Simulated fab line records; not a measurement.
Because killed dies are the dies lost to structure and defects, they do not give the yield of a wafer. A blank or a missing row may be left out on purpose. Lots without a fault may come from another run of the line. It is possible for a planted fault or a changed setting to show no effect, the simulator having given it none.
Comparing a struck lot with a sound one	flow sky130	18 out of 708 route steps
Sound: wafers L651.2, L651.3, L651.6. Struck: wafer L664.5 (L664.2, L664.4, from the same lot, were not struck and are left out); the cause is given at the end.
For every step that has rows: the tool of each side, followed by ch and its chambers, followed by its first start. Under that, the readings that differ: sound wafers	struck wafers	difference of the means	sigmas: that difference in standard deviations of wafers without a fault.
alike: readings whose means differ by less than 2 such deviations, and words and numbers that are the same on both sides. not compared: withheld readings, readings that some wafer has no value for, bounds like >300 that may hide the same value, and numbers for which the record gives no deviation and whose values overlap.
Wherever a step has rows on one side only, a row that says differs or no value, or a row with sigmas, the two part there. Numbers that have no deviation but don't overlap get no sigmas and don't part them. A reading that every wafer of one side lacks parts them only if that side has two wafers or more.

SKY_METAL5_STRIP_16: strips in O2/N2.
  sound on plasma asher-04 ch 0,1, day 45 06:10; struck on plasma asher-04 ch 1, day 48 13:26
  alike: drypump motor current A, oes product au, strip time to endpoint s
  not compared: rf hours counter h
then, 3 steps without rows for these wafers: SKY_METAL5_STRIP_17 (strips in post etch residue remover, time 1200 s); SKY_METAL5_CLEAN_18 (cleans in IPA, time 180 s); SKY_METAL5_CLEAN_19 (cleans in O3/DIW).
SKY_PASSIVATION_CVD_00: deposits SiO2, target thk 90 nm.
  sound on pecvd-03 ch 1,2, day 45 06:45; struck on pecvd-02 ch 0, day 48 14:01
  alike: heater power w
SKY_PASSIVATION_THK_MEAS_01:
  sound: film metro-03 at day 45 06:47; struck: film metro-02 at day 48 14:03
  alike: PASSIVATION_CVD_00_THK
SKY_PASSIVATION_CVD_02: deposits Si3N4, target thk 540 nm.
  sound on pecvd-02 ch 0,1,2, day 45 06:50; struck on pecvd-04 ch 2, day 48 14:06
  alike: heater power w
SKY_PASSIVATION_THK_MEAS_03:
  sound: film metro-03 at day 45 07:04; struck: film metro-03 at day 48 14:20
  alike: PASSIVATION_CVD_02_THK
then, 4 steps without rows for these wafers: SKY_PASSIVATION_DEHYDRATE_04 (time 60 s); SKY_PASSIVATION_HMDS_05 (prime time 60 s); SKY_PASSIVATION_COAT_06 (resist thk 3000 nm); SKY_PASSIVATION_SOFTBAKE_07.
SKY_PASSIVATION_EXPOSE_08: exposes mask NSM, target cd 3000 nm.
  sound on iline stepper-01 ch 0, day 45 17:10; struck on iline stepper-02 ch 0, day 48 22:58
  alike: mask, stage vel mm s
then, 2 steps without rows for these wafers: SKY_PASSIVATION_PEB_09; SKY_PASSIVATION_DEVELOP_10 (develop time 60 s).
SKY_PASSIVATION_ETCH_11: etches the open film in CF4/O2, stops on AlCu, target depth 725 nm, time 161.1 s.
  sound on rie diel-03 ch 0,2, day 46 03:01; struck on rie diel-04 ch 0, day 49 08:13
reading	sound	struck	difference	sigmas
model.PASSIVATION.cd nm (nm)	2997 3000 2999	3067	+68	
  alike: drypump motor current A, oes product au, throttle valve pct
  not compared: rf hours counter h
SKY_PASSIVATION_STRIP_12: strips in O2/N2.
  sound on plasma asher-03 ch 0,1, day 46 03:08; struck on plasma asher-04 ch 0, day 49 08:19
  alike: drypump motor current A, oes product au, strip time to endpoint s
  not compared: rf hours counter h
next, for these wafers, 1 step has no rows: SKY_PAD_OPEN_PROBE_99.

WHERE THEY PART
Nowhere in this record.

WHY: whatever the simulator had introduced
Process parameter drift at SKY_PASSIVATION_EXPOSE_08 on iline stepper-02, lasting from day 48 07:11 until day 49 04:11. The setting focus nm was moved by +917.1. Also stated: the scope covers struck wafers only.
